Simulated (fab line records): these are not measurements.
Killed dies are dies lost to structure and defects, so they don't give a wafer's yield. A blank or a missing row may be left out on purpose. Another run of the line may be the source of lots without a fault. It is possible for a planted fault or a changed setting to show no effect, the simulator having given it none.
fab line records | flow gf180mcu
[record] lots = 10 wafers = 30 lastDay = 34
route steps=602 shown STI@25 LVPWELL@61 MVSD@76 PSD@257
lots that met no fault: taken from a fault-free run of the same line
startH: the number of hours between the record's first day and the start of the first shown wafer of the lot | waitH: how many hours have passed since the lot's step before this one | " unchanged from the row above | L1.1+2: one row covering several wafers at once | - no value, or no start was given | * or withheld: withheld | < > ~ a bound
route shown NAME@n: a module of which the file shows steps, and the number in the route of the first | usual: average and standard deviation across the fault-free wafers | same: alike in all rows | chamber/n: place in a boat | sites: the reading at each site | _std_site: their standard deviation | _edge_site: the outer-site mean with the inner-site mean subtracted | radiusMm: how far each site lies from the wafer's centre | mask NAME#n: copy n | behind: the last tool/chamber to shape the wafer | hold: reason for holding the lot/hours on hold/outcome of the hold | device: whichever transistor did not switch (one of n, p or np) | end of line: tests of these same wafers at the route's end | where a step has no rows: the recipe by itself | killed: dies that structure and defects cost at the first sort, which is not the same as the wafer's yield | map: per-die view of a wafer (x killed, . not killed, _ where there is no die)
set.NAME: the run value of the setting; set.NAME@STEP: its run value at that earlier step | model.NAME: the simulator's own value behind a step, which no gauge read
route steps across a sampled set of lots; one table per step, one row per wafer
services: the hour from which a tool's chamber was out of use, counted from the record's first day as startH (under 0 if before that day), plus the number of hours and why
[[steps]]
[step GF_STI_THK_MEAS_24]
[recipe] reads = SiO2_of_STI_CVD_23
[usual] STI_CVD_23_THK = 653/6.8
// columns lot.wafer tool chamber startH waitH STI_CVD_23_THK[nm]
L999.1 filmMetro-03 - 33.25 0.1 659
L999.5 " - " " 665
L999.6 " - " " 653
L101.1 filmMetro-02 - 42.78 0.0 664
L101.2 " - " " 658
L101.3 " - " " 660
L103.2 filmMetro-04 - 54.02 0.0 645
L103.3 " - " " 649
L103.5 " - " " 651
L108.1 filmMetro-02 - 78.81 0.0 656
L108.3 " - " " 665
L108.6 " - " " 658
L111.4 filmMetro-04 - 94.50 0.0 654
L111.5 " - " " 660
L111.6 " - " " 649
L112.2 filmMetro-02 - 100.42 0.0 655
L112.5 " - " " 656
L112.6 " - " " 656
L113.1 filmMetro-04 - 104.89 0.0 649
L113.3 " - " " 652
L113.5 " - " " 658
L114.1 filmMetro-03 - 110.60 0.0 640
L114.3 " - " " 648
L114.6 " - " " 654
L119.1 filmMetro-04 - 135.64 0.0 643
L119.3 " - " " 640
L119.5 " - " " 636
L120.2 filmMetro-03 - 140.61 0.0 637
L120.4 " - " " 635
L120.5 " - " " 644
[step GF_LVPWELL_OVL_MEAS_07]
[usual] LVPWELL_OVL = 0.7/1.3
// columns lot.wafer tool chamber startH waitH LVPWELL_OVL[nm]
L999.1 overlay-02 - 75.75 - 1.6
L999.5 " - " " 1.9
L999.6 " - " " 2.8
L101.1 overlay-01 - 84.80 - 0.2
L101.2 " - " " 0.7
L101.3 " - " " 0.7
L103.2 overlay-02 - 97.67 - 2.3
L103.3 " - " " 1.7
L103.5 " - " " -0.9
L108.1 overlay-02 - 125.05 - 0.1
L108.3 " - " " -1.4
L108.6 " - " " 0.2
L111.4 overlay-01 - 143.97 - -0.5
L111.5 " - " " -0.8
L111.6 " - " " 0.4
L112.2 overlay-01 - 148.65 - 0.3
L112.5 " - " " 1.3
L112.6 " - " " 1.2
L113.1 overlay-02 - 154.45 - 1.0
L113.3 " - " " 1.4
L113.5 " - " " 1.6
L114.1 overlay-01 - 157.87 - 1.8
L114.3 " - " " -0.6
L114.6 " - " " 1.0
L119.1 overlay-02 - 186.66 - 2.4
L119.3 " - " " 0.1
L119.5 " - " " 0.6
L120.2 overlay-02 - 190.72 - 1.1
L120.4 " - " " -1.4
L120.5 " - " " 2.6
[step GF_MVSD_STRIP_10]
[recipe] chemistry = O2/N2 powerW = 1400 pressureMtorr = 1500 platenTempC = 250 o2FlowSccm = 3000 n2FlowSccm = 300 overashFraction = 0.5
[usual] drypumpMotorCurrentA = 5.9/0.42 heaterPowerW = 337/42 o2FlowSccm = 2999/8.4 oesProductAu = 0.722/0.0044 stripTimeToEndpointS = 36.98/0.096
// columns lot.wafer tool chamber startH waitH drypumpMotorCurrentA heaterPowerW o2FlowSccm oesProductAu rfHoursCounterH stripTimeToEndpointS
L999.1 plasmaAsher-04 0 90.31 0.1 5.1 325 3001 0.719 45 37.08
L999.5 " 1 " " 6.4 322 2989 0.718 - 37.00
L999.6 " 0 " " 5.1 325 3006 0.720 - 37.00
L101.1 plasmaAsher-02 1 99.38 0.1 6.0 344 2980 0.726 44 37.08
L101.2 " 0 " " 6.0 288 3008 0.727 44 37.14
L101.3 " 0 " " 6.0 283 2998 0.718 - 37.20
L103.2 plasmaAsher-02 1 113.20 0.1 5.9 342 2989 0.722 45 36.92
L103.3 " 0 " " 6.0 277 3003 0.721 - 36.93
L103.5 " 1 " " 5.9 346 2991 0.725 - 37.08
L108.1 plasmaAsher-03 1 140.55 0.1 6.3 411 3000 0.720 2 37.06
L108.3 " 0 " " 5.3 344 3003 0.723 - 36.96
L108.6 " 0 " " 5.3 342 3006 0.728 - 36.89
L111.4 plasmaAsher-03 0 160.24 0.1 5.3 328 2998 0.725 - 37.07
L111.5 " 1 " " 6.3 401 3011 0.722 - 36.98
L111.6 " 0 " " 5.3 333 2992 0.724 - 37.12
L112.2 plasmaAsher-02 0 165.18 0.1 6.0 285 2996 0.717 51 37.06
L112.5 " 1 " " 6.0 329 2993 0.715 - 37.12
L112.6 " 0 " " 6.0 280 3004 0.721 - 37.11
L113.1 plasmaAsher-03 0 171.23 0.1 5.3 344 3002 0.717 6 36.94
L113.3 " 0 " " 5.3 341 2994 0.712 - 37.06
L113.5 " 0 " " 5.3 336 3005 0.726 - 36.87
L114.1 plasmaAsher-02 1 175.10 0.1 6.0 337 3009 0.713 52 36.77
L114.3 " 0 " " 6.0 280 2994 0.723 - 36.77
L114.6 " 1 " " 5.9 340 3005 0.719 - 36.87
L119.1 plasmaAsher-02 0 204.60 0.1 6.0 281 3006 0.718 55 36.89
L119.3 " 1 " " 5.9 350 2994 0.724 - 36.88
L119.5 " 0 " " 6.0 284 3014 0.716 - 36.89
L120.2 plasmaAsher-03 0 208.58 0.1 5.3 340 2999 0.722 9 36.89
L120.4 " 0 " " 5.3 338 2998 0.729 - 36.86
L120.5 " 1 " " 6.3 412 3000 0.725 - 36.94
[step GF_PSD_IMPLANT_09]
[recipe] species = BF2 energyKev = 40 doseCm2 = 1.5e+15 tiltDeg = 7
[usual] beamEnergyKeV = 40.001/0.014
// columns lot.wafer tool chamber startH waitH beamEnergyKeV
L999.1 implanter-02 0 326.12 0.0 39.975
L999.5 " 0 " " 39.996
L999.6 " 0 " " 39.990
L101.1 implanter-02 0 341.75 0.0 40.004
L101.2 " 0 " " 40.010
L101.3 " 0 " " 40.011
L103.2 implanter-01 0 362.38 0.0 39.991
L103.3 " 0 " " 40.022
L103.5 " 0 " " 40.029
L108.1 implanter-02 0 403.96 0.0 40.019
L108.3 " 0 " " 40.017
L108.6 " 0 " " 39.999
L111.4 implanter-02 0 431.87 0.1 34.603
L111.5 " 0 " " 34.601
L111.6 " 0 " " 34.610
L112.2 implanter-02 0 435.44 0.0 34.600
L112.5 " 0 " " 34.610
L112.6 " 0 " " 34.606
L113.1 implanter-04 0 447.85 0.0 40.008
L113.3 " 0 " " 40.031
L113.5 " 0 " " 40.022
L114.1 implanter-04 0 454.30 0.0 40.031
L114.3 " 0 " " 39.997
L114.6 " 0 " " 40.006
L119.1 implanter-01 0 495.15 0.0 40.020
L119.3 " 0 " " 40.006
L119.5 " 0 " " 39.996
L120.2 implanter-01 0 499.07 0.0 40.007
L120.4 " 0 " " 39.998
L120.5 " 0 " " 40.011
[step GF_PSD_STRIP_10]
[recipe] chemistry = O2/N2 powerW = 1400 pressureMtorr = 1500 platenTempC = 250 o2FlowSccm = 3000 n2FlowSccm = 300 overashFraction = 0.5
[usual] drypumpMotorCurrentA = 5.8/0.32 heaterPowerW = 338/41 o2FlowSccm = 3002/8.2 oesProductAu = 0.592/0.0045 stripTimeToEndpointS = 16.54/0.045
// columns lot.wafer tool chamber startH waitH drypumpMotorCurrentA heaterPowerW o2FlowSccm oesProductAu rfHoursCounterH stripTimeToEndpointS
L999.1 plasmaAsher-03 1 326.27 0.1 6.3 412 2996 0.593 23 16.60
L999.5 " 0 " " 5.3 337 3000 0.592 - 16.64
L999.6 " 1 " " 6.3 415 2993 0.591 - 16.60
L101.1 plasmaAsher-01 1 341.90 0.1 5.7 304 3012 0.597 55 16.57
L101.2 " 0 " " 5.5 378 2987 0.593 55 16.54
L101.3 " 0 " " 5.5 378 2994 0.602 - 16.56
L103.2 plasmaAsher-03 0 362.50 0.1 5.3 330 3006 0.593 27 16.57
L103.3 " 1 " " 6.3 399 3002 0.589 - 16.50
L103.5 " 0 " " 5.3 340 3009 0.594 - 16.52
L108.1 plasmaAsher-02 0 404.11 0.1 6.0 288 3004 0.590 77 16.58
L108.3 " 0 " " 6.0 284 2987 0.593 - 16.64
L108.6 " 1 " " 6.0 334 2986 0.590 - 16.62
L111.4 plasmaAsher-02 0 431.98 0.1 6.0 283 2999 0.600 - 16.07
L111.5 " 1 " " 5.9 351 3008 0.607 - 16.10
L111.6 " 0 " " 6.0 284 3005 0.616 - 16.09
L112.2 plasmaAsher-01 0 435.57 0.1 5.5 381 2989 0.602 66 15.97
L112.5 " 0 " " 5.5 382 2993 0.602 - 15.96
L112.6 " 1 " " 5.7 308 3000 0.597 - 15.97
L113.1 plasmaAsher-01 0 448.00 0.1 5.5 373 3003 0.596 67 16.49
L113.3 " 1 " " 5.7 316 3012 0.590 - 16.46
L113.5 " 1 " " 5.7 308 3009 0.595 - 16.50
L114.1 plasmaAsher-01 0 454.45 0.1 5.5 377 2996 0.597 68 16.55
L114.3 " 1 " " 5.7 309 3010 0.597 - 16.56
L114.6 " 0 " " 5.5 374 3010 0.589 - 16.56
L119.1 plasmaAsher-01 0 495.30 0.1 5.5 374 3002 0.593 72 16.54
L119.3 " 1 " " 5.7 311 3002 0.591 - 16.49
L119.5 " 0 " " 5.5 373 2995 0.592 - 16.52
L120.2 plasmaAsher-01 1 499.20 0.1 5.7 307 2988 0.591 73 16.51
L120.4 " 0 " " 5.5 372 2995 0.588 - 16.53
L120.5 " 0 " " 5.5 365 2994 0.585 - 16.53
[step GF_PSD_TW_MEAS_11]
[usual] PSD_TW = 3180/18
// columns lot.wafer tool chamber startH waitH hold PSD_TW
L999.1 filmMetro-01 - 326.37 0.1 - 3161
L999.5 " - " " - 3166
L999.6 " - " " - 3181
L101.1 filmMetro-01 - 342.00 0.1 - 3169
L101.2 " - " " - 3185
L101.3 " - " " - 3193
L103.2 filmMetro-01 - 362.61 0.1 - 3190
L103.3 " - " " - 3179
L103.5 " - " " - 3185
L108.1 filmMetro-04 - 404.21 0.1 - 3207
L108.3 " - " " - 3204
L108.6 " - " " - 3226
L111.4 filmMetro-04 - 432.08 0.1 awaitDispo/0.2h/release 3069
L111.5 " - " " awaitDispo/0.2h/release 3083
L111.6 " - " " awaitDispo/0.2h/release 3076
L111.4 filmMetro-04 - 432.40 0.3 - 3071
L111.5 " - " " - 3076
L111.6 " - " " - 3075
L112.2 filmMetro-04 - 435.68 0.1 awaitDispo/0.2h/release 3088
L112.5 " - " " awaitDispo/0.2h/release 3088
L112.6 " - " " awaitDispo/0.2h/release 3060
L112.2 filmMetro-04 - 435.99 0.3 - 3066
L112.5 " - " " - 3070
L112.6 " - " " - 3085
L113.1 filmMetro-03 - 448.10 0.1 - 3158
L113.3 " - " " - 3168
L113.5 " - " " - 3175
L114.1 filmMetro-03 - 454.55 0.1 - 3152
L114.3 " - " " - 3151
L114.6 " - " " - 3165
L119.1 filmMetro-01 - 495.41 0.1 - 3176
L119.3 " - " " - 3191
L119.5 " - " " - 3189
L120.2 filmMetro-01 - 499.31 0.1 - 3192
L120.4 " - " " - 3179
L120.5 " - " " - 3175
[step GF_PSD_RS_MEAS_15]
[recipe] thkMeasGauge = four-point-probe
[usual] PSD_RS = 108.59/0.28
// columns lot.wafer tool chamber startH waitH hold PSD_RS[ohm/sq]
L999.1 filmMetro-01 - 326.68 0.1 - 108.29
L999.5 " - " " - 108.15
L999.6 " - " " - 108.68
L101.1 filmMetro-03 - 342.31 0.1 - 109.11
L101.2 " - " " - 109.15
L101.3 " - " " - 108.84
L103.2 filmMetro-03 - 362.93 0.1 - 108.47
L103.3 " - " " - 108.50
L103.5 " - " " - 108.41
L108.1 filmMetro-03 - 404.52 0.1 - 108.27
L108.3 " - " " - 109.00
L108.6 " - " " - 108.51
L111.4 filmMetro-04 - 437.44 0.1 awaitDispo/0.2h/release 116.23
L111.5 " - " " awaitDispo/0.2h/release 115.96
L111.6 " - " " awaitDispo/0.2h/release 116.36
L111.4 filmMetro-04 - 437.72 0.3 - 116.43
L111.5 " - " " - 116.42
L111.6 " - " " - 116.40
L112.2 filmMetro-04 - 439.18 0.1 awaitDispo/0.2h/release 116.08
L112.5 " - " " awaitDispo/0.2h/release 116.29
L112.6 " - " " awaitDispo/0.2h/release 116.17
L112.2 filmMetro-04 - 439.53 0.3 - 116.50
L112.5 " - " " - 116.11
L112.6 " - " " - 116.01
L113.1 filmMetro-03 - 448.42 0.1 - 108.73
L113.3 " - " " - 108.48
L113.5 " - " " - 108.37
L114.1 filmMetro-01 - 454.87 0.1 - 108.96
L114.3 " - " " - 108.84
L114.6 " - " " - 108.77
L119.1 filmMetro-04 - 495.72 0.1 - 108.69
L119.3 " - " " - 108.93
L119.5 " - " " - 109.13
L120.2 filmMetro-04 - 499.68 0.1 - 108.59
L120.4 " - " " - 108.35
L120.5 " - " " - 108.62
[[services]]
// columns tool chamber startH hours kind
implanter-04 - 68.88 1.0 repair
implanter-01 - 76.95 4.4 pm
plasmaAsher-03 - 99.47 2.7 repair
plasmaAsher-03 - 108.75 9.0 pm
implanter-02 - 111.88 2.5 pm
implanter-01 - 115.10 2.5 repair
plasmaAsher-01 - 161.23 8.3 repair
plasmaAsher-01 - 167.31 2.9 repair
implanter-04 - 171.03 0.9 repair
plasmaAsher-01 - 187.55 2.8 pm
plasmaAsher-01 - 217.58 0.7 repair
implanter-02 - 241.97 5.1 repair
implanter-04 - 243.92 3.1 pm
implanter-04 - 257.68 4.9 repair
implanter-01 - 279.96 5.5 repair
plasmaAsher-02 - 336.44 2.9 repair
implanter-01 - 338.70 3.8 pm
implanter-02 - 348.55 6.2 pm
implanter-02 - 357.72 3.9 repair
implanter-02 - 360.27 0.6 repair
plasmaAsher-03 - 374.70 2.8 pm
implanter-01 - 399.01 0.9 repair
plasmaAsher-02 - 455.14 2.8 pm
plasmaAsher-02 - 484.79 15.6 pm
[[key]]
[firstSign] step = GF_PSD_IMPLANT_09 reading = beamEnergyKeV direction = down sigmas = 99+ usual = 40.001 struck = 34.605
[effect] step = GF_PSD_STRIP_10 reading = stripTimeToEndpointS direction = down sigmas = 11 usual = * struck = *
[effect] step = GF_PSD_TW_MEAS_11 reading = visit direction = added
[effect] step = GF_PSD_TW_MEAS_11 reading = PSD_TW direction = down sigmas = 5.8 usual = 3180 struck = 3077
[effect] step = GF_PSD_RS_MEAS_15 reading = visit direction = added
[effect] step = GF_PSD_RS_MEAS_15 reading = PSD_RS direction = up sigmas = 27 usual = 108.59 struck = 116.18
metAt GF_PSD_IMPLANT_09
struckLots L111,L112
testerLeftOut L111,L112
notActingAt GF_STI_THK_MEAS_24,GF_LVPWELL_OVL_MEAS_07,GF_MVSD_STRIP_10
onsetBetween 403.96 431.87
[fault] kind = processParameterDrift tool = implanter-02 chamber = - onsetH = 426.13 steps = GF_PSD_IMPLANT_09 channel = energyKev offset = -5.3834 shape = step endH = 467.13 actsIn = theseRecipesOnly stated = 40
// testerLeftOut: of these lots the tester's yield and bins aren't shown, on N5 and GAA mostly nor the transistor test; their killed dies are dies lost to structure and defects alone, not to doping, threshold or leakage, so they don't give the yield
